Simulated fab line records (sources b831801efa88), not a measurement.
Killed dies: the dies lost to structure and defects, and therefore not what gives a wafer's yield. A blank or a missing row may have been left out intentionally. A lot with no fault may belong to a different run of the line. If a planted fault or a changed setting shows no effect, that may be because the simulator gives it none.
The tool behind it: which one?	flow sky130	36 wafers from 13 lots sampled at 5 of the route's 708 steps

## WHAT EACH GAUGE READ, for each wafer
SKY_FIELD_ISO_THK_MEAS_25.
lot	measured	on	FIELD_ISO_CVD_24_THK (nm)
L149	day 2 09:23	film metro-01	596 588 591
L152	day 3 00:50	film metro-02	602 597 599
L153	day 3 04:57	film metro-01	587 589 595
L154	day 3 08:13	film metro-02	599 602 600
L155	day 3 15:44	film metro-04	588 592 602
L156	day 3 20:07	film metro-01	598 590 590
L157	day 4 00:04	film metro-02	599 596 591
L158	day 4 06:23	film metro-01	592 593 590
L164	day 5 15:08	film metro-01	604 608
L165	day 5 19:25	film metro-04	602 601
L167	day 6 04:41	film metro-04	603 599
L170	day 6 23:47	film metro-04	595 603 592
L172	day 7 08:26	film metro-02	600 594 602

SKY_POLY_GATE_CD_MEAS_13: target cd 150 nm.
lot	measured	on	cd nm (nm)
L149	day 16 08:14	cd sem-02	149.4 149.6 149.3
L152	day 17 10:47	cd sem-01	150.9 152.4 151.2
L153	day 17 18:14	cd sem-01	151.8 151.6 151.1
L154	day 18 12:06	cd sem-01	151.1 151.2 149.7
L155	day 18 16:31	cd sem-01	151.6 151.3 151.7
L156	day 18 21:59	cd sem-02	148.7 149.3 149.4
L157	day 19 05:37	cd sem-01	150.6 149.7 150.2
L158	day 19 18:40	cd sem-02	150.4 150.5 151.6
L164	day 22 00:02	cd sem-01	118.4 118.7
L165	day 22 10:04	cd sem-01	116.7 149.4
L167	day 22 22:38	cd sem-01	113.7 148.1
L170	day 24 02:14	cd sem-02	149.1 148.4 149.8
L172	day 24 16:43	cd sem-01	148.6 151.1 149.7

## EACH LOT AND THE TOOL THAT RAN IT (in order: tool; ch and the chambers of the sampled wafers; start)
lot	SKY_FIELD_ISO_STRIP_16	SKY_VT_ADJUST_HVTP_STRIP_10	SKY_POLY_GATE_EXPOSE_10
L149	plasma asher-03 ch 0,1, day 2 07:17	plasma asher-01 ch 0,1, day 6 03:38	krf scanner-01 ch 0, day 15 18:59
L152	plasma asher-02 ch 0,1, day 2 23:05	plasma asher-01 ch 0, day 7 00:49	krf scanner-01 ch 0, day 16 20:54
L153	plasma asher-03 ch 0,1, day 3 02:30	plasma asher-02 ch 1, day 7 03:35	krf scanner-01 ch 0, day 17 04:23
L154	plasma asher-01 ch 0,1, day 3 06:26	plasma asher-02 ch 0,1, day 7 17:48	krf scanner-01 ch 0, day 17 21:21
L155	plasma asher-02 ch 0,1, day 3 12:54	plasma asher-01 ch 1, day 7 18:06	krf scanner-01 ch 0, day 18 01:31
L156	plasma asher-03 ch 0,1, day 3 17:54	plasma asher-03 ch 0,1, day 7 22:59	krf scanner-02 ch 0, day 18 07:07
L157	plasma asher-02 ch 0,1, day 3 21:48	plasma asher-03 ch 0,1, day 8 04:58	krf scanner-02 ch 0, day 18 14:55
L158	plasma asher-02 ch 0,1, day 4 03:00	plasma asher-03 ch 0,1, day 8 12:18	krf scanner-01 ch 0, day 19 03:05
L164	plasma asher-01 ch 0,1, day 5 13:22	plasma asher-01 ch 1, day 9 23:29	krf scanner-01 ch 0, day 21 08:48
L165	plasma asher-02 ch 1, day 5 17:38	plasma asher-03 ch 0, day 10 08:11	krf scanner-01 ch 0, day 21 19:02
L167	plasma asher-02 ch 0, day 6 02:56	plasma asher-01 ch 0, day 10 17:08	krf scanner-01 ch 0, day 22 07:48
L170	plasma asher-02 ch 0,1, day 6 19:32	plasma asher-01 ch 0,1, day 11 18:20	krf scanner-02 ch 0, day 23 12:00
L172	plasma asher-03 ch 0,1, day 7 04:13	plasma asher-01 ch 0,1, day 12 08:05	krf scanner-02 ch 0, day 24 01:38
- SKY_FIELD_ISO_STRIP_16: strips in O2/N2.
- SKY_VT_ADJUST_HVTP_STRIP_10: strips in O2/N2.
- SKY_POLY_GATE_EXPOSE_10: exposes mask P1M, target cd 150 nm.

## WHAT THE TOOLS THEMSELVES READ (means of the sampled wafers that have a number; where no wafer has one, the mark that the record gives instead)
SKY_FIELD_ISO_STRIP_16.
lot	tool	drypump motor current A (A)	oes product au (a.u.)	strip time to endpoint s (s)
L149	plasma asher-03	6.4	0.371	3.502
L152	plasma asher-02	5.5	0.377	3.587
L153	plasma asher-03	6.2	0.375	3.558
L154	plasma asher-01	6.4	0.377	3.554
L155	plasma asher-02	5.5	0.382	3.583
L156	plasma asher-03	6.2	0.372	3.499
L157	plasma asher-02	5.5	0.376	3.546
L158	plasma asher-02	5.5	0.379	3.550
L164	plasma asher-01	6.3	0.377	3.522
L165	plasma asher-02	5.4	0.379	3.532
L167	plasma asher-02	5.6	0.371	3.468
L170	plasma asher-02	5.5	0.375	3.530
L172	plasma asher-03	6.2	0.377	3.515

SKY_VT_ADJUST_HVTP_STRIP_10.
lot	tool	drypump motor current A (A)	oes product au (a.u.)	strip time to endpoint s (s)
L149	plasma asher-01	6.2	0.716	14.16
L152	plasma asher-01	6.6	0.711	14.18
L153	plasma asher-02	5.4	0.714	14.20
L154	plasma asher-02	5.5	0.717	14.23
L155	plasma asher-01	6.0	0.713	14.13
L156	plasma asher-03	6.4	0.714	14.18
L157	plasma asher-03	6.4	0.715	14.20
L158	plasma asher-03	6.2	0.712	14.20
L164	plasma asher-01	6.0	0.718	14.18
L165	plasma asher-03	6.7	0.712	14.18
L167	plasma asher-01	6.6	0.716	14.20
L170	plasma asher-01	6.4	0.720	14.19
L172	plasma asher-01	6.4	0.714	14.20

## THE ANSWER, worked out from the rows above alone
Rule: usual is defined by the lots themselves. Put in order of their means at a reading, lots are off if they are a third of the lots or fewer, leave a main group of 4 or more, and stand apart from it by a gap of 3 or more times the standard deviation of the main group's means; of several such gaps the widest counts. Not used: any main group whose means are identical at the precision the tables above print for the reading. A lot without any number at a reading at which 4 lots or more have one is off too. Where the step has rows for the other lots, those lots are counted as sound. Order of review: gauges by route order, followed by the tools' own readings, for which a lot's mean as printed above is used. At the first step where some lot is off, the reading lying furthest off is the one used; lots without a number count as furthest.
Off, at SKY_POLY_GATE_CD_MEAS_13 on cd nm: L164, L165, L167. Main group: mean 150.4 nm, sd 0.93.
A tool fits if, at a process step before that reading, it ran every lot that is off, and no sound lot after the first of them. Gauges at SKY_POLY_GATE_CD_MEAS_13: tried the same way as those tools. One candidate fits, namely krf scanner-01 at SKY_POLY_GATE_EXPOSE_10. A fault onset in the window from L158 (day 19 03:05, its last sound lot) to L164 (day 21 08:48, its first lot off) fits.

## WHAT THE SIMULATOR HAD PUT IN
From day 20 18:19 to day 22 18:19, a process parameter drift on krf scanner-01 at SKY_POLY_GATE_EXPOSE_10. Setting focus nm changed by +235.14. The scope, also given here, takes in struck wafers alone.
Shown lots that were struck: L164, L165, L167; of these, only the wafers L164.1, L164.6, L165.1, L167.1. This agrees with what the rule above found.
